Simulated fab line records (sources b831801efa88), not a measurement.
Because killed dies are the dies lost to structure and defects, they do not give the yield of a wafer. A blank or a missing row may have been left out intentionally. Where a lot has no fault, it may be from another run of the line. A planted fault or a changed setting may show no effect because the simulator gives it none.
One fault seen from 2 desks + flow sfq-line + each desk has only its own numbers; what lay behind them comes last

## METROLOGY DESK
What the gauges read, lot by lot, whatever tool the lot ran on: means of the sampled wafers that have a number. Any lot whose mean is over 4 standard deviations away from the usual mean is out of limits and marked OUT; that distance is given in the brackets.
Columns: A = I7_BOW at SFQ_I7_BOW_MEAS_946, usual 5 um; B = I7_OVL at SFQ_I7_OVL_MEAS_947, usual 2 nm
| lot  | first seen here | A  | B |
|------|-----------------|----|---|
| L807 | day 63 07:53    | 3  | 1 |
| L812 | day 67 18:49    | 13 | 5 |
| L813 | day 68 02:02    | 20 | 0 |
| L814 | day 68 17:04    | 16 | 2 |
| L818 | day 69 01:55    | -6 | 7 |
| L819 | day 69 07:56    | 3  | 6 |
| L820 | day 69 09:52    | 17 | 1 |
This desk found nothing out of limits on any of the 7 lots.

## THE TOOL OWNER'S DESK: rie-diel-03
The tool's own readings at SFQ_TRILAYER_I7_VIA_BARC_OPEN_VIA_ETCH_260 (etches BARC in O2, target depth 125 nm, time 41.7 s): means of the sampled wafers that have a number, for each lot that ran on this tool. Any lot whose mean is over 4 standard deviations away from the usual mean is out of limits and marked OUT; that distance is given in the brackets.
Columns: A = drypump-motor-current-A at SFQ_TRILAYER_I7_VIA_BARC_OPEN_VIA_ETCH_260, usual 5.8 A; B = oes-product-au at SFQ_TRILAYER_I7_VIA_BARC_OPEN_VIA_ETCH_260, usual 0.686 a.u.; C = rf-fwd-power-W at SFQ_TRILAYER_I7_VIA_BARC_OPEN_VIA_ETCH_260, usual 494.4 W
| lot  | first seen here | A   | B     | C               |
|------|-----------------|-----|-------|-----------------|
| L807 | day 64 17:59    | 5.9 | 0.685 | 494.9           |
| L812 | day 67 22:33    | 5.9 | 0.681 | 413.9 (-45) OUT |
| L813 | day 68 11:19    | 6.4 | 0.684 | 414.3 (-45) OUT |
| L814 | day 68 23:09    | 5.9 | 0.686 | 411.3 (-46) OUT |
| L820 | day 72 10:21    | 6.1 | 0.688 | 494.3           |
This desk's verdict: out of limits on L812, L813, L814, starting with L812 at day 67 22:33 (rf-fwd-power-W at SFQ_TRILAYER_I7_VIA_BARC_OPEN_VIA_ETCH_260). In limits: L807, L820.

## BROUGHT TOGETHER
The tool owner's desk had the chance to raise an alarm at day 67 22:33 on L812, L813, L814.
From the metrology desk's view, nothing was out of limits.
The metrology desk has L812, L813, L814 on record, within its limits.
Of the lots named, all ran SFQ_TRILAYER_I7_VIA_BARC_OPEN_VIA_ETCH_260 on rie-diel-03.

## WHAT THE SIMULATOR PUT IN
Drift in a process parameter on rie-diel-03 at SFQ_TRILAYER_I7_VIA_BARC_OPEN_VIA_ETCH_260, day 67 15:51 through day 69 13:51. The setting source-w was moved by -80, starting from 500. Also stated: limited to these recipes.
Shown lots that were struck: L812, L813, L814.
How many hours passed from the start of the fault until each desk's first out-of-limits reading: the tool owner's desk, 7.
